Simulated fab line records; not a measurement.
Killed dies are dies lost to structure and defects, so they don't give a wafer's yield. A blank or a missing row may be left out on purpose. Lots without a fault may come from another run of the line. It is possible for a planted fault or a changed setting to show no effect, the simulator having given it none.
Chamber matching -- flow sky130 -- cmp-01 running SKY_VIA2_CMP_24: 4 sister chambers
The step polishes, stops on SiO2, t overpolish 20 s, target thk 0 nm. 4 wafers are shown with their chamber, then 11 later ones without.

## WAFERS, EACH WITH ITS CHAMBER
wafer,chamber,time-to-endpoint-s (s)
L080.3,1,101
L087.2,2,103
L087.5,0,107
L089.2,3,103

## WAFERS WITH NO CHAMBER GIVEN
wafer,time-to-endpoint-s (s)
L089.3,104
L089.4,101
L093.2,107
L093.3,107
L093.5,105
L094.1,105
L094.2,104
L094.6,103
L096.3,106
L096.4,108
L096.5,109

## WHICH CHAMBER EACH ONE RAN IN
wafer,from the rows above,in truth
L089.3,can't be placed: 2 or 3 or 0 or 1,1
L089.4,can't be placed: 1 or 2 or 3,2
L093.2,0,0
L093.3,0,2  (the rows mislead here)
L093.5,can't be placed: 0 or 2 or 3 or 1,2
L094.1,can't be placed: 0 or 2 or 3 or 1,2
L094.2,can't be placed: 2 or 3 or 0 or 1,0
L094.6,can't be placed: 2 or 3 or 1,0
L096.3,can't be placed: 0 or 2 or 3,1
L096.4,0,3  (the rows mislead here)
L096.5,0,0
Correctly placed: 2 of 11. Unplaceable from these rows: 7, with the true chamber sitting among the candidates in 5. 2 placed wrongly.
How it was worked out, from the rows above alone: a wafer's distance from a chamber is the root of the sum, over the readings, of the square of ((its reading less the chamber's mean) divided by the reading's scatter). If the next closest chamber is less than 2 further off than the closest, the wafer can't be placed; otherwise it belongs to the closest. Each chamber's mean is taken over the wafers shown for it. The scatter (one wafer shown for each chamber): square how far every hidden wafer sits from the nearest shown wafer, average those squares and take the square root.
